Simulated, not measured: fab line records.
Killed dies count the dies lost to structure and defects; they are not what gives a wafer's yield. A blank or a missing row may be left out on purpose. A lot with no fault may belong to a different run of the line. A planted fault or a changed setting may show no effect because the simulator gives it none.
Comparing a struck lot with a sound one | flow sky130 | 15 out of 708 route steps
Sound: the wafers L267.1, L267.3, L267.5. The struck wafers were L282.1, L282.4, L282.6. The cause is given at the end.
Each step with rows lists, per side, the tool, then ch with its chambers, then its first start. Under that, the readings that differ: sound wafers | struck wafers | difference of the means | sigmas: that difference in standard deviations of wafers without a fault.
alike: readings whose means differ by less than 2 such deviations, and words and numbers that are the same on both sides. not compared: withheld readings, readings that some wafer has no value for, bounds like >300 that may hide the same value, and numbers for which the record gives no deviation and whose values overlap.
Wherever a step has rows on one side only, a row that says differs or no value, or a row with sigmas, the two part there. When numbers do not overlap yet have no deviation, they are printed without sigmas and do not part them. A reading that every wafer of one side lacks parts them only if that side has two wafers or more.

SKY_NWELL_OVL_MEAS_10:
  sound on overlay-02, day 5 00:08; struck on overlay-01, day 8 17:13
  alike: NWELL_00_OVL
then, 3 steps without rows for these wafers: SKY_NWELL_IMPLANT_11; SKY_NWELL_IMPLANT_12; SKY_NWELL_IMPLANT_13.
SKY_NWELL_STRIP_14: strips in O2/N2.
  sound on plasma-asher-02 ch 0,1, day 5 00:37; struck on plasma-asher-02 ch 0,1, day 8 17:42
  alike: drypump-motor-current-A, oes-product-au, strip-time-to-endpoint-s
  not compared: rf-hours-counter-h
SKY_NWELL_TW_MEAS_15:
  sound on film-metro-01, day 5 00:43; struck on film-metro-03, day 8 17:48
  alike: NWELL_TW
then, 6 steps without rows for these wafers: SKY_NWELL_DEHYDRATE_16 (time 60 s); SKY_NWELL_HMDS_17 (prime time 60 s); SKY_NWELL_COAT_18 (resist thk 3000 nm); SKY_NWELL_SOFTBAKE_19; SKY_NWELL_EXPOSE_20 (exposes mask NWM COMPLEMENT, target cd 840 nm); SKY_NWELL_PEB_21.
SKY_NWELL_DEVELOP_22: develop time 60 s.
  sound on litho-track-03 ch 0, day 5 19:00; struck on litho-track-03 ch 0, day 9 14:00
  reading              | sound             | struck            | difference | sigmas
  developer-temp-C (C) | 23.05 23.03 22.94 | 25.08 25.25 25.27 | +2.19      | +18
  alike: resist-line-temp-C
SKY_NWELL_OVL_MEAS_23:
  sound on overlay-01, day 5 19:10; struck on overlay-01, day 9 14:10
  alike: NWELL_01_OVL
-- the record jumps here: 40 days lie between the struck wafers' starts before and after (it left off in module NWELL and takes up again in module PAD_OPEN, whose first step shown is number 708 of the route) --
SKY_PAD_OPEN_PROBE_99:
  sound on prober-02, day 46 07:17; struck on prober-02, day 49 21:41
  alike: killed_at_M0_to_M3, killed_at_M4_up, killed-at-contacts, killed-at-front-end, killed-at-other, killed-dies, killed-open, killed-short

WHERE THEY PART
SKY_NWELL_DEVELOP_22 only, going by this record. Later steps at which nothing parts them and some readings are alike: SKY_NWELL_OVL_MEAS_23, SKY_PAD_OPEN_PROBE_99.

WHY: what the simulator had put in
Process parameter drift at SKY_NWELL_DEVELOP_22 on litho-track-03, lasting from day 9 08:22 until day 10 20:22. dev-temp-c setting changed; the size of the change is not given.
